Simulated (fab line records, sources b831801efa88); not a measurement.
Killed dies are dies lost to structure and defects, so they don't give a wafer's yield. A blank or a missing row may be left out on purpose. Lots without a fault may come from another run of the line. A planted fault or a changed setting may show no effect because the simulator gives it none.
Chamber matching | flow gf180mcu | GF_PASSIVATION_ETCH_11 on rie_diel-02: 4 sister chambers
The step etches the open film in CF4/O2, stops on TiN, target depth 2040 nm, time 453.3 s. 8 wafers are shown with their chamber, then 10 later ones without.

WAFERS WITH THEIR CHAMBER
wafer  | chamber | drypump_motor_current_A (A) | oes_product_au (a.u.)
L076.6 | 2       | 5.77                        | 0.970
L082.2 | 2       | 5.78                        | 0.981
L082.6 | 3       | 5.88                        | 0.994
L083.3 | 0       | 5.35                        | 0.982
L083.4 | 3       | 5.88                        | 0.999
L083.6 | 0       | 5.36                        | 0.977
L084.2 | 1       | 5.57                        | 0.999
L084.5 | 1       | 5.55                        | 1.005

WAFERS WITHOUT THEIR CHAMBER
wafer  | drypump_motor_current_A (A) | oes_product_au (a.u.)
L084.6 | 5.35                        | 0.988
L086.1 | 5.55                        | 0.982
L086.2 | 5.85                        | 1.008
L086.5 | 5.37                        | 0.974
L089.1 | 5.36                        | 0.970
L089.2 | 5.57                        | 0.997
L089.5 | 5.77                        | 0.976
L096.2 | 5.91                        | 0.993
L096.3 | 5.39                        | 0.989
L096.4 | 5.57                        | 0.992

WHICH CHAMBER EACH WENT THROUGH
wafer  | from the rows above | in truth
L084.6 | 0                   | 0
L086.1 | 1                   | 1
L086.2 | 3                   | 3
L086.5 | 0                   | 0
L089.1 | 0                   | 0
L089.2 | 1                   | 1
L089.5 | 2                   | 2
L096.2 | 3                   | 3
L096.3 | 0                   | 0
L096.4 | 1                   | 1
Placed correctly: 10 of 10. Can't be placed from these rows: 0. Placed wrongly: 0.
How it was worked out, from the rows above alone: a wafer's distance from a chamber is the root of the sum, over the readings, of the square of ((its reading less the chamber's mean) divided by the reading's scatter). The wafer belongs to the nearest chamber; if the next one is less than 2 further off, it can't be placed. A chamber's mean is the mean of its shown wafers. The scatter: the root of (the sum of the squares of (reading less its chamber's mean) over the shown wafers, divided by (wafers less chambers)).
